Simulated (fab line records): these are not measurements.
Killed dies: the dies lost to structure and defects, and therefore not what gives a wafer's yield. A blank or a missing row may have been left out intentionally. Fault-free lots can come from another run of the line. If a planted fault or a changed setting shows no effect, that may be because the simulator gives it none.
Which tool was responsible?	flow sky130	30 wafers from 10 lots sampled at 4 of the route's 708 steps

WHAT THE GAUGES READ, wafer by wafer
SKY_METAL1_RS_MEAS_05: measurement is done with a four-point probe.
lot	measured	on	METAL1_ALCU_RS (ohm/sq)
L166	day 31 16:40	filmMetro-01	0.1252 0.1231 0.1266
L167	day 31 18:26	filmMetro-04	0.1249 0.1260 0.1271
L175	day 35 22:34	filmMetro-02	0.1274 0.1285 0.1287
L171	day 35 22:53	filmMetro-04	0.1262 0.1286 0.1277
L174	day 36 03:46	filmMetro-01	8.6226 8.7439 8.7494
L179	day 36 04:05	filmMetro-04	8.5849 8.5155 8.4786
L185	day 37 14:35	filmMetro-04	0.1239 0.1251 0.1243
L186	day 37 21:02	filmMetro-01	0.1281 0.1291 0.1290
L187	day 39 11:03	filmMetro-02	0.1244 0.1280 0.1260
L188	day 39 11:21	filmMetro-04	0.1276 0.1253 0.1267

TOOL THAT RAN EACH LOT (tool first, then ch and the chambers of the sampled wafers, then the start)
lot	SKY_LOCAL_INTERCONNECT_STRIP_15	SKY_METAL1_SPUTTER_00	SKY_METAL1_SPUTTER_02
L166	plasmaAsher-01 ch 0,1, day 30 10:22	pvdSputter-03, day 31 16:32	pvdSputter-03, day 31 16:35
L167	plasmaAsher-01 ch 0,1, day 30 13:01	pvdSputter-04, day 31 18:17	pvdSputter-04, day 31 18:20
L175	plasmaAsher-04 ch 0,1, day 34 17:40	pvdSputter-01, day 35 22:23	pvdSputter-01, day 35 22:26
L171	plasmaAsher-01 ch 1, day 34 18:07	pvdSputter-03, day 35 22:45	pvdSputter-03, day 35 22:48
L174	plasmaAsher-03 ch 0,1, day 34 22:53	pvdSputter-04, day 36 03:37	pvdSputter-04, day 36 03:40
L179	plasmaAsher-04 ch 0,1, day 34 22:59	pvdSputter-01, day 36 03:56	pvdSputter-01, day 36 03:59
L185	plasmaAsher-01 ch 0,1, day 36 09:49	pvdSputter-01, day 37 14:25	pvdSputter-01, day 37 14:28
L186	plasmaAsher-03 ch 1, day 36 16:13	pvdSputter-01, day 37 20:53	pvdSputter-01, day 37 20:56
L187	plasmaAsher-01 ch 0, day 38 06:10	pvdSputter-04, day 39 10:55	pvdSputter-04, day 39 10:58
L188	plasmaAsher-04 ch 0,1, day 38 07:07	pvdSputter-01, day 39 11:13	pvdSputter-01, day 39 11:16
- SKY_LOCAL_INTERCONNECT_STRIP_15: strips in O2/N2.
- SKY_METAL1_SPUTTER_00: material Ti, target thk 15 nm, time 10 s.
- SKY_METAL1_SPUTTER_02: material AlCu, target thk 250 nm, time 13.3 s.

THE ANSWER, worked out from the rows above alone
Rule: what is usual is taken from the lots themselves. The widest of any qualifying gaps counts: lots, ordered by their means at a reading, are off when they make up no more than a third of the lots, leave a main group of 4 or more, and stand apart from it by 3 or more times the standard deviation of that group's means. A main group is skipped when, at the precision printed for the reading in the tables above, its means are all equal. Also off: a lot with no number at a reading for which 4 or more lots have one. Any other lot the step has rows for is counted as sound.
Off: L174, L179, at SKY_METAL1_RS_MEAS_05 (METAL1_ALCU_RS). The main group has a mean of 0.1266 ohm/sq with a standard deviation of 0.0014.
If a tool, at a process step before that reading, ran all the lots that are off and no sound lot after the first of them, it fits. The gauges at SKY_METAL1_RS_MEAS_05 are tried like those tools. Not one of the candidates tried fits.

WHAT THE SIMULATOR HAD PUT IN
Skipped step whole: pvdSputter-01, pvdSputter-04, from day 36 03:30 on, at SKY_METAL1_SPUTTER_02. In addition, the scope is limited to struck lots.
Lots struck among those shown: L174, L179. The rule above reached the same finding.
